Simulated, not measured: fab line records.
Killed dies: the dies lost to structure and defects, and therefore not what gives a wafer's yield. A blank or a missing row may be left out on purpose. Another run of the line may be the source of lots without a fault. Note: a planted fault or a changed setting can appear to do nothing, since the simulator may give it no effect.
The tool behind it: which one? -- flow gf180mcu -- 12 lots with 36 wafers sampled at 6 steps, on a route of 602 steps

WHAT THE GAUGES SHOWED, per wafer
GF_M3_THK_MEAS_06: measures by xrf.
lot,measured,on,M3_ALCU_THK (nm)
L518,day 20 09:59,film-metro-03,454 455 452
L520,day 20 21:51,film-metro-02,453 455 455
L521,day 21 04:41,film-metro-01,463 457 462
L522,day 21 09:20,film-metro-02,454 451 453
L523,day 21 18:53,film-metro-03,456 457 458
L529,day 24 12:59,film-metro-03,447 451 449
L532,day 25 11:59,film-metro-03,444 451 445
L533,day 25 12:03,film-metro-02,451 451 446
L535,day 26 02:25,film-metro-01,457 457 451
L537,day 27 02:01,film-metro-02,448 444 451
L539,day 27 20:14,film-metro-03,448 448 443
L541,day 28 16:01,film-metro-02,448 449 453

GF_V3_RS_MEAS_24: measurement is done with a four-point probe.
lot,measured,on,V3_W_RS (ohm/sq)
L518,day 22 11:09,film-metro-03,0.320 0.331 0.318
L520,day 22 23:12,film-metro-03,0.319 0.328 0.331
L521,day 23 05:20,film-metro-04,0.321 0.326 0.324
L522,day 23 10:11,film-metro-04,0.318 0.324 0.328
L523,day 23 17:30,film-metro-04,0.329 0.337 0.329
L529,day 26 08:58,film-metro-04,0.334 0.325 0.331
L532,day 27 08:02,film-metro-02,0.292 0.291 0.288
L533,day 27 08:13,film-metro-03,0.329 0.326 0.327
L535,day 27 21:28,film-metro-04,0.292 0.299 0.298
L537,day 28 20:44,film-metro-02,0.328 0.328 0.333
L539,day 29 12:27,film-metro-03,0.322 0.323 0.322
L541,day 30 07:48,film-metro-04,0.333 0.330 0.334

GF_V3_THK_MEAS_25: measures by xrf.
lot,measured,on,V3_W_THK (nm)
L518,day 22 11:15,film-metro-03,349 335 349
L520,day 22 23:19,film-metro-03,347 340 337
L521,day 23 05:28,film-metro-04,356 351 352
L522,day 23 10:17,film-metro-04,359 351 346
L523,day 23 17:36,film-metro-04,347 337 345
L529,day 26 09:05,film-metro-04,342 354 345
L532,day 27 08:09,film-metro-02,393 390 396
L533,day 27 08:19,film-metro-03,339 340 342
L535,day 27 21:35,film-metro-04,391 384 380
L537,day 28 20:52,film-metro-02,348 347 343
L539,day 29 12:34,film-metro-03,348 346 347
L541,day 30 07:55,film-metro-04,344 346 342

EACH LOT AND THE TOOL THAT RAN IT (in order: tool; ch and the chambers of the sampled wafers; start)
lot,GF_V2_CMP_26,GF_V3_CVD_02,GF_V3_CVD_23
L518,"cmp-02 ch 1,2, day 20 09:19","pecvd-04 ch 0,1,2, day 21 10:21","cvd-w-02 ch 0,1, day 22 11:02"
L520,"cmp-02 ch 1,2,3, day 20 21:16","pecvd-04 ch 1,2, day 21 22:08","cvd-w-02 ch 0,1, day 22 23:05"
L521,"cmp-02 ch 0,1,3, day 21 04:02","pecvd-01 ch 1,2, day 22 04:50","cvd-w-01 ch 0,1, day 23 05:12"
L522,"cmp-01 ch 0,1,3, day 21 08:47","pecvd-04 ch 1,2, day 22 09:09","cvd-w-02 ch 0,1, day 23 10:03"
L523,"cmp-02 ch 0,1, day 21 18:16","pecvd-04 ch 0,1,2, day 22 18:26","cvd-w-02 ch 0,1, day 23 17:23"
L529,"cmp-01 ch 0,3, day 24 12:20","pecvd-01 ch 0,1, day 25 10:42","cvd-w-02 ch 0,1, day 26 08:50"
L532,"cmp-02 ch 0,1,3, day 25 11:20","pecvd-01 ch 1,2, day 26 09:53","cvd-w-02 ch 0,1, day 27 07:55"
L533,"cmp-01 ch 0,1,3, day 25 11:30","pecvd-02 ch 1,2, day 26 10:13","cvd-w-01 ch 1, day 27 08:02"
L535,"cmp-02 ch 0,1,2, day 26 01:49","pecvd-02 ch 0,2, day 27 00:09","cvd-w-02 ch 0,1, day 27 21:21"
L537,"cmp-02 ch 1,2, day 27 01:26","pecvd-01 ch 1,2, day 27 23:11","cvd-w-01 ch 0,1, day 28 20:38"
L539,"cmp-02 ch 0,1, day 27 19:38","pecvd-01 ch 1,2, day 28 16:13","cvd-w-01 ch 0,1, day 29 12:19"
L541,"cmp-02 ch 2,3, day 28 15:22","pecvd-04 ch 0,1,2, day 29 11:56","cvd-w-01 ch 0,1, day 30 07:41"
- GF_V2_CMP_26: polishes, stops on SiO2, t overpolish 15 s, target thk 0 nm.
- GF_V3_CVD_02: deposits SiO2 from TEOS, target thk 850 nm, time 94.851 s.
- GF_V3_CVD_23: deposits W, target thk 350 nm, time 104.9 s.

AS READ BY THE TOOLS THEMSELVES (means over the sampled wafers that have a number; for cases with no such wafer, the mark the record gives instead)
GF_V2_CMP_26.
lot,tool,head-pressure-psi (psi),motor-current-A (A),overpolish-run-s (s),retaining-ring-pressure-frac,time-to-endpoint-s (s)
L518,cmp-02,3.506,10.7,14.989,0.998,80
L520,cmp-02,3.496,11.1,14.998,1.000,80
L521,cmp-02,3.506,11.4,15.004,1.002,81
L522,cmp-01,3.497,10.6,14.995,1.004,83
L523,cmp-02,3.507,11.5,15.008,1.003,91
L529,cmp-01,3.504,9.8,15.001,1.000,79
L532,cmp-02,3.493,11.1,14.997,0.995,85
L533,cmp-01,3.497,10.8,14.995,1.003,85
L535,cmp-02,3.503,11.5,15.001,1.000,85
L537,cmp-02,3.501,11.4,15.003,1.008,83
L539,cmp-02,3.489,11.5,15.010,1.000,88
L541,cmp-02,3.510,11.6,15.000,1.000,84

GF_V3_CVD_02.
lot,tool,heater-power-w (W)
L518,pecvd-04,605
L520,pecvd-04,573
L521,pecvd-01,577
L522,pecvd-04,598
L523,pecvd-04,626
L529,pecvd-01,578
L532,pecvd-01,639
L533,pecvd-02,670
L535,pecvd-02,714
L537,pecvd-01,658
L539,pecvd-01,663
L541,pecvd-04,535

GF_V3_CVD_23.
lot,tool,heater-power-w (W)
L518,cvd-w-02,842
L520,cvd-w-02,894
L521,cvd-w-01,825
L522,cvd-w-02,840
L523,cvd-w-02,837
L529,cvd-w-02,885
L532,cvd-w-02,890
L533,cvd-w-01,758
L535,cvd-w-02,911
L537,cvd-w-01,827
L539,cvd-w-01,908
L541,cvd-w-01,911

THE ANSWER, worked out from the rows above alone
Rule: what is usual is taken from the lots themselves. Put in order of their means at a reading, lots are off if they are a third of the lots or fewer, leave a main group of 4 or more, and stand apart from it by a gap of 3 or more times the standard deviation of the main group's means; of several such gaps the widest counts. A main group whose means are all the same, to the digits that the tables above print for the reading, isn't used. A lot without any number at a reading at which 4 lots or more have one is off too. The other lots that the step has rows for count as sound. The gauges are gone through in route order, then the tools' own readings, and for those a lot's mean is taken as printed above. At the first step where some lot is off, the reading lying furthest off is the one used; lots without a number count as furthest.
Off: at GF_V3_RS_MEAS_24 (V3_W_RS), L532, L535. Main group: mean 0.327 ohm/sq, sd 0.0036.
If a tool, at a process step before that reading, ran all the lots that are off and no sound lot after the first of them, it fits. Gauges at GF_V3_RS_MEAS_24: tried the same way as those tools. One candidate fits, namely cvd-w-02 at GF_V3_CVD_23. A fault onset in the window from L529 (day 26 08:50, its last sound lot) to L532 (day 27 07:55, its first lot off) fits.

WHAT THE SIMULATOR PUT IN
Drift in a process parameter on cvd-w-02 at GF_V3_CVD_23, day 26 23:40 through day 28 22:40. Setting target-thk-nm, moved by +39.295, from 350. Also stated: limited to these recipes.
Struck lots among those shown: L532, L535. The rule above reached the same finding.
